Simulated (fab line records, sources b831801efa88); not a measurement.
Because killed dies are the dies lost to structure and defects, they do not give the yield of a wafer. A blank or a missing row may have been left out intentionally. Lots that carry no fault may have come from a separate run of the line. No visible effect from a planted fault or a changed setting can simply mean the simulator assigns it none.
Which tool was responsible? -- flow gf180mcu -- 11 lots, 33 wafers sampled, at 4 steps of a route of 602

WHAT THE GAUGES READ, wafer by wafer
GF_TOP_METAL_OVL_MEAS_15.
lot,measured,on,TOP_METAL_OVL (nm)
L918,day 28 17:15,overlay-02,0.8 0.5 0.4
L919,day 28 23:06,overlay-01,0.2 -1.3 0.2
L921,day 29 16:09,overlay-02,0.4 -0.6 -1.7
L922,day 29 20:54,overlay-02,1.8 1.1 1.1
L926,day 31 09:19,overlay-01,-1.1 -1.7 0.3
L929,day 32 00:26,overlay-02,1.0 -0.1 0.2
L930,day 32 08:36,overlay-01,1.4 0.9 0.5
L931,day 32 12:35,overlay-01,0.7 -0.9 -0.7
L932,day 32 17:05,overlay-02,-0.6 0.9 -0.1
L937,day 33 22:21,overlay-02,1.1 2.7 2.1
L939,day 34 11:43,overlay-01,-0.2 -0.7 -0.2

GF_PASSIVATION_THK_MEAS_01.
lot,measured,on,PASSIVATION_CVD_00_THK (nm)
L918,day 28 18:05,filmMetro-04,976 988 1016
L919,day 28 23:56,filmMetro-04,1009 1014 1019
L921,day 29 16:59,filmMetro-04,1004 1028 1012
L922,day 29 21:43,filmMetro-02,975 1027 999
L926,day 31 10:11,filmMetro-03,1004 1001 1015
L929,day 32 01:17,filmMetro-04,998 994 997
L930,day 32 09:29,filmMetro-02,982 995 986
L931,day 32 13:29,filmMetro-02,996 1094 1014
L932,day 32 17:55,filmMetro-03,1009 1096 1017
L937,day 33 23:11,filmMetro-03,1006 1013 1016
L939,day 34 12:53,filmMetro-03,982 1002 1001

WHICH TOOL RAN EACH LOT (tool, then ch and the chambers of the sampled wafers, then the start)
lot,GF_V5_ETCH_17,GF_PASSIVATION_CVD_00
L918,"rieDiel-01 ch 1,2,3, day 28 17:15 or earlier","pecvd-02 ch 1,2, day 28 18:00"
L919,"rieDiel-02 ch 0,3, day 28 23:06 or earlier","pecvd-01 ch 0,1,2, day 28 23:50"
L921,"rieDiel-02 ch 0,2,3, day 29 16:09 or earlier","pecvd-01 ch 0,1,2, day 29 16:53"
L922,"rieDiel-01 ch 0,2,3, day 29 20:54 or earlier","pecvd-03 ch 0,1,2, day 29 21:38"
L926,"rieDiel-01 ch 0,1,2, day 31 09:19 or earlier","pecvd-01 ch 0,1,2, day 31 10:07"
L929,"rieDiel-02 ch 1,3, day 32 00:26 or earlier","pecvd-03 ch 0,1,2, day 32 01:12"
L930,"rieDiel-04 ch 0,1, day 32 08:36 or earlier","pecvd-02 ch 0,1,2, day 32 09:24"
L931,"rieDiel-01 ch 0,1,3, day 32 12:35 or earlier","pecvd-01 ch 0,1, day 32 13:24"
L932,"rieDiel-04 ch 0,1,3, day 32 17:05 or earlier","pecvd-01 ch 0,1,2, day 32 17:50"
L937,"rieDiel-04 ch 1,2,3, day 33 22:21 or earlier","pecvd-03 ch 0,1,2, day 33 23:05"
L939,"rieDiel-02 ch 1,2,3, day 34 11:43 or earlier","pecvd-03 ch 0,2, day 34 12:49"
- GF_V5_ETCH_17: etches SiO2 in C4F8/O2/Ar, stops on TiN, target depth 855 nm.
- GF_PASSIVATION_CVD_00: deposits SiO2 from TEOS, target thk 1000 nm, time 111.95 s.

AS READ BY THE TOOLS THEMSELVES (means over the sampled wafers that have a number; for cases with no such wafer, the mark the record gives instead)
GF_V5_ETCH_17.
lot,tool,oesProductAu (a.u.)
L918,rieDiel-01,0.859
L919,rieDiel-02,0.857
L921,rieDiel-02,0.858
L922,rieDiel-01,0.857
L926,rieDiel-01,0.861
L929,rieDiel-02,0.860
L930,rieDiel-04,0.865
L931,rieDiel-01,0.859
L932,rieDiel-04,0.859
L937,rieDiel-04,0.864
L939,rieDiel-02,0.864

GF_PASSIVATION_CVD_00.
lot,tool,heaterPowerW (W),runLengthS (s)
L918,pecvd-02,645,139.8
L919,pecvd-01,593,140.3
L921,pecvd-01,619,139.9
L922,pecvd-03,628,139.4
L926,pecvd-01,679,140.1
L929,pecvd-03,624,139.6
L930,pecvd-02,644,140.0
L931,pecvd-01,579,144.3
L932,pecvd-01,576,144.1
L937,pecvd-03,589,139.6
L939,pecvd-03,630,139.7

THE ANSWER, worked out from the rows above alone
Rule: the usual values come from the lots themselves. The widest of any qualifying gaps counts: lots, ordered by their means at a reading, are off when they make up no more than a third of the lots, leave a main group of 4 or more, and stand apart from it by 3 or more times the standard deviation of that group's means. If all means in a main group match to the digits the tables above print for the reading, that group is not used. A lot without any number at a reading at which 4 lots or more have one is off too. The other lots that the step has rows for count as sound. After the gauges, taken in route order, come the tools' own readings; for these a lot's mean is taken, as printed above. The first step at which some lot is off is used, and at that step the reading that is off furthest; a lot without a number counts as furthest.
Off, at GF_PASSIVATION_CVD_00 on runLengthS: L931, L932. The main group has a mean of 139.8 s with a standard deviation of 0.27.
If a tool, at that step or one of the process steps before it, ran each lot that is off and ran no sound lot following the first of them, it fits. Because GF_V5_ETCH_17 lacks a start for some lots, the hours and order of its lots are taken from GF_TOP_METAL_OVL_MEAS_15. One fits: pecvd-01 at GF_PASSIVATION_CVD_00. Its last sound lot is L926 (day 31 10:07), its first lot that is off L931 (day 32 13:24): a fault that began between those two fits.
The tool's own readings at GF_PASSIVATION_CVD_00 bear it out: on the lots that are off they differ by more than 5 times the standard deviation of the sound lots' means. runLengthS reads 144.2 s there against 139.8 s on the sound lots.

WHAT HAD BEEN PUT IN BY THE SIMULATOR
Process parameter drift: pecvd-01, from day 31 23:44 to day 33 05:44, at GF_PASSIVATION_CVD_00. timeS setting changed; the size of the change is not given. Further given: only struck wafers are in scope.
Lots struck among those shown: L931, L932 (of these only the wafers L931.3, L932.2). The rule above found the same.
